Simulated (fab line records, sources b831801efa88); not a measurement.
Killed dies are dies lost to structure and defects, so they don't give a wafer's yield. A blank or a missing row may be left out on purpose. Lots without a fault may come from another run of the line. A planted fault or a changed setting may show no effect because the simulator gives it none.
Chamber matching | flow sky130 | SKY_CONTACT_HDPCVD_02 on hdpcvd-02: 3 sister chambers
The step deposits SiO2, target thk 565 nm, time 94.2 s. 14 wafers are shown with their chamber, then 6 later ones without.

WAFERS WITH THEIR CHAMBER
wafer  | chamber | run_length_s (s) | pressure_mtorr (mTorr)
L337.1 | 0       | 122.8            | 6.007
L337.4 | 2       | 122.3            | 5.994
L337.5 | 1       | 121.4            | 5.979
L338.1 | 2       | 122.1            | 6.004
L338.2 | 1       | 121.6            | 6.003
L338.5 | 1       | 121.9            | 5.995
L340.2 | 0       | 122.7            | 5.999
L340.3 | 2       | 122.3            | 6.004
L340.6 | 0       | 122.9            | 6.012
L341.1 | 1       | 121.8            | 5.988
L341.4 | 2       | 122.2            | 5.999
L341.6 | 1       | 121.7            | 6.011
L342.3 | 2       | 122.8            | 5.989
L342.5 | 0       | 122.9            | 5.998

SIGNATURES (means of the wafers above)
reading        | chamber 0 | chamber 1 | chamber 2 | scatter within a chamber
run_length_s   | 122.825   | 121.680   | 122.340   | 0.206
pressure_mtorr | 6.00400   | 5.99520   | 5.99800   | 0.00919
Rule: a wafer's distance from a chamber is the root of the sum, over the readings, of the square of ((its reading less the chamber's mean) divided by the reading's scatter). The wafer belongs to the nearest chamber; if the next one is less than 2 further off, it can't be placed. The scatter: the root of (the sum of the squares of (reading less its chamber's mean) over the shown wafers, divided by (wafers less chambers)).

WAFERS WITHOUT THEIR CHAMBER
wafer  | run_length_s (s) | pressure_mtorr (mTorr)
L342.6 | 122.0            | 5.990
L343.1 | 122.6            | 6.014
L343.2 | 122.9            | 5.978
L343.5 | 122.1            | 5.987
L345.2 | 122.7            | 5.994
L345.3 | 123.0            | 6.016

WHICH CHAMBER EACH WENT THROUGH
wafer  | from the rows above     | in truth
L342.6 | can't be placed: 1 or 2 | 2
L343.1 | can't be placed: 0 or 2 | 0
L343.2 | can't be placed: 0 or 2 | 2
L343.5 | can't be placed: 2 or 1 | 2
L345.2 | can't be placed: 0 or 2 | 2
L345.3 | 0                       | 0
Placed correctly: 1 of 6. Can't be placed from these rows: 5 (the true chamber is among the candidates in 5). Placed wrongly: 0.
